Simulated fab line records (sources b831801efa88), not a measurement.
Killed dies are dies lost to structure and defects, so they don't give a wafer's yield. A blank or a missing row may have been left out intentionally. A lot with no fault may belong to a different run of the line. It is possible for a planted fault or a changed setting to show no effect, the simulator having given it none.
Which tool is to blame? ; flow sky130 ; 13 lots, 39 wafers sampled, at 6 steps of a route of 708

== WHAT THE GAUGES SHOWED, per wafer ==
SKY_POLY_GATE_OVL_MEAS_14.
lot;measured;on;POLY_GATE_OVL (nm)
L759;day 16 05:50;overlay-01;15 5 11
L761;day 17 07:33;overlay-02;-7 3 4
L762;day 17 16:47;overlay-02;3 -1 -1
L763;day 17 17:38;overlay-02;-9 -13 -7
L764;day 18 04:11;overlay-02;-1 9 -3
L769;day 21 08:08;overlay-02;-1 -8 3
L772;day 21 11:19;overlay-02;-5 -4 -12
L771;day 21 14:38;overlay-02;-12 -11 -18
L777;day 22 19:20;overlay-02;9 1 4
L776;day 22 20:17;overlay-02;4 0 0
L778;day 23 05:56;overlay-01;-4 -8 -6
L779;day 23 14:26;overlay-01;2 2 4
L781;day 24 10:11;overlay-02;-1 6 0

SKY_LDD_N_OVL_MEAS_07.
lot;measured;on;LDD_N_OVL (nm)
L759;day 17 14:04;overlay-01;-0.4 -1.1 -1.1
L761;day 18 16:00;overlay-02;0.0 1.1 1.4
L762;day 19 05:04;overlay-01;0.3 -1.1 0.8
L763;day 19 05:22;overlay-02;0.8 -1.1 0.6
L764;day 19 17:11;overlay-02;0.8 -1.8 0.0
L769;day 22 16:43;overlay-01;-1.2 -1.0 -3.0
L772;day 22 23:07;overlay-02;-2.2 -1.5 -3.8
L771;day 22 23:32;overlay-01;1.2 1.0 0.2
L777;day 24 03:28;overlay-01;0.7 1.3 -0.7
L776;day 24 04:01;overlay-02;2.6 2.1 1.3
L778;day 24 13:46;overlay-01;-0.5 -2.3 -2.3
L779;day 24 22:37;overlay-02;-1.1 -0.6 -0.8
L781;day 25 17:04;overlay-01;-0.5 1.1 0.7

SKY_LDD_HVN_OVL_MEAS_07.
lot;measured;on;LDD_HVN_OVL (nm)
L759;day 20 02:14;overlay-01;2.4 3.1 2.5
L761;day 21 06:06;overlay-02;2.4 2.2 1.9
L762;day 21 19:25;overlay-01;0.8 2.2 0.9
L763;day 21 19:26;overlay-02;1.8 1.7 1.6
L764;day 22 08:28;overlay-02;2.6 1.6 2.8
L769;day 25 06:25;overlay-02;- - -
L772;day 25 11:26;overlay-02;-0.1 2.0 1.4
L771;day 25 12:19;overlay-02;0.5 1.1 -0.2
L777;day 26 15:35;overlay-01;1.7 2.0 2.0
L776;day 26 16:41;overlay-01;0.9 1.3 0.2
L778;day 27 03:02;overlay-02;3.5 2.8 3.4
L779;day 27 10:35;overlay-01;1.6 0.0 1.5
L781;day 28 04:32;overlay-01;0.8 -0.9 0.6

SKY_LDD_HVN_TW_MEAS_10.
lot;measured;on;LDD_HVN_TW
L759;day 20 02:32;film-metro-02;1438 1436 1439
L761;day 21 06:23;film-metro-04;1453 1461 1451
L762;day 21 19:42;film-metro-02;1441 1439 1435
L763;day 21 19:43;film-metro-01;1416 1424 1415
L764;day 22 08:44;film-metro-04;1443 1456 1442
L769;day 25 06:42;film-metro-04;30 30 30
L772;day 25 11:43;film-metro-02;1441 1450 1442
L771;day 25 12:36;film-metro-01;1423 1415 1417
L777;day 26 15:53;film-metro-02;1437 1440 1439
L776;day 26 16:58;film-metro-01;1426 1420 1419
L778;day 27 03:19;film-metro-01;1420 1417 1421
L779;day 27 10:53;film-metro-01;1421 1424 1420
L781;day 28 04:50;film-metro-04;1453 1457 1459

== WHICH TOOL RAN EACH LOT (tool, then ch and the chambers of the sampled wafers, then the start) ==
lot;SKY_POLY_GATE_ETCH_16;SKY_LDD_HVN_EXPOSE_04
L759;rie-diel-02 ch 1,3, day 16 05:57;iline-stepper-02 ch 0, day 19 12:09
L761;rie-diel-03 ch 0,1, day 17 07:40;iline-stepper-02 ch 0, day 20 14:09
L762;rie-diel-01 ch 0,1,2, day 17 16:55;iline-stepper-01 ch 0, day 21 03:43
L763;rie-diel-02 ch 0,1,2, day 17 17:45;iline-stepper-02 ch 0, day 21 04:01
L764;rie-diel-02 ch 0,1,2, day 18 04:18;iline-stepper-01 ch 0, day 21 16:55
L769;rie-diel-02 ch 0,1, day 21 08:14;iline-stepper-02 ch 0, day 24 15:22
L772;rie-diel-02 ch 1,2,3, day 21 11:26;iline-stepper-02 ch 0, day 24 21:05
L771;rie-diel-01 ch 0,1,2, day 21 14:45;iline-stepper-01 ch 0, day 24 21:50
L777;rie-diel-02 ch 1,2,3, day 22 19:27;iline-stepper-02 ch 0, day 26 01:59
L776;rie-diel-01 ch 1,2,3, day 22 20:24;iline-stepper-02 ch 0, day 26 02:43
L778;rie-diel-02 ch 0,2,3, day 23 06:03;iline-stepper-02 ch 0, day 26 12:04
L779;rie-diel-02 ch 2,3, day 23 14:33;iline-stepper-02 ch 0, day 26 19:32
L781;rie-diel-03 ch 0,3, day 24 10:18;iline-stepper-02 ch 0, day 27 14:31
- SKY_POLY_GATE_ETCH_16: etches Si3N4 in CH3F/O2, stops on poly-Si, time 147.5 s, target depth 75 nm.
- SKY_LDD_HVN_EXPOSE_04: exposes mask HVNTM, target cd 700 nm.

== AS READ BY THE TOOLS THEMSELVES (means over the sampled wafers that have a number; for cases with no such wafer, the mark the record gives instead) ==
SKY_POLY_GATE_ETCH_16.
lot;tool;drypump-motor-current-A (A);oes-product-au (a.u.);throttle-valve-pct (%)
L759;rie-diel-02;5.5;0.640;10.537
L761;rie-diel-03;5.7;0.633;10.531
L762;rie-diel-01;5.7;0.639;10.538
L763;rie-diel-02;5.7;0.646;10.537
L764;rie-diel-02;5.7;0.639;10.526
L769;rie-diel-02;5.8;0.640;10.531
L772;rie-diel-02;5.6;0.642;10.533
L771;rie-diel-01;5.7;0.634;10.535
L777;rie-diel-02;5.6;0.640;10.528
L776;rie-diel-01;5.7;0.644;10.537
L778;rie-diel-02;6.1;0.643;10.528
L779;rie-diel-02;5.9;0.639;10.537
L781;rie-diel-03;6.2;0.638;10.539

SKY_LDD_HVN_EXPOSE_04.
lot;tool;reticle-temp-C (C)
L759;iline-stepper-02;23.05
L761;iline-stepper-02;23.06
L762;iline-stepper-01;23.02
L763;iline-stepper-02;22.96
L764;iline-stepper-01;22.95
L769;iline-stepper-02;23.13
L772;iline-stepper-02;22.91
L771;iline-stepper-01;23.15
L777;iline-stepper-02;22.87
L776;iline-stepper-02;23.07
L778;iline-stepper-02;23.15
L779;iline-stepper-02;23.11
L781;iline-stepper-02;23.02

== THE ANSWER, worked out from the rows above alone ==
Rule: what is usual is taken from the lots themselves. Put in order of their means at a reading, lots are off if they are a third of the lots or fewer, leave a main group of 4 or more, and stand apart from it by a gap of 3 or more times the standard deviation of the main group's means; of several such gaps the widest counts. A main group is skipped when, at the precision printed for the reading in the tables above, its means are all equal. Also off: a lot with no number at a reading for which 4 or more lots have one. The other lots that the step has rows for count as sound. The gauges are gone through in route order, then the tools' own readings, and for those a lot's mean is taken as printed above. The first step at which some lot is off is used, and at that step the reading that is off furthest; a lot without a number counts as furthest.
Off: at SKY_LDD_HVN_OVL_MEAS_07 (LDD_HVN_OVL), L769. Without a number there: L769. The main group has a mean of 1.6 nm with a standard deviation of 0.88.
A tool fits if, at a process step before that reading, it ran every lot that is off, and no sound lot after the first of them. Not tried: the gauges at SKY_LDD_HVN_OVL_MEAS_07; whatever is off there is also off at SKY_LDD_HVN_TW_MEAS_10, on other tools, and gauge error can't account for it. Of those tried, none fits.

== WHAT THE SIMULATOR HAD INSERTED ==
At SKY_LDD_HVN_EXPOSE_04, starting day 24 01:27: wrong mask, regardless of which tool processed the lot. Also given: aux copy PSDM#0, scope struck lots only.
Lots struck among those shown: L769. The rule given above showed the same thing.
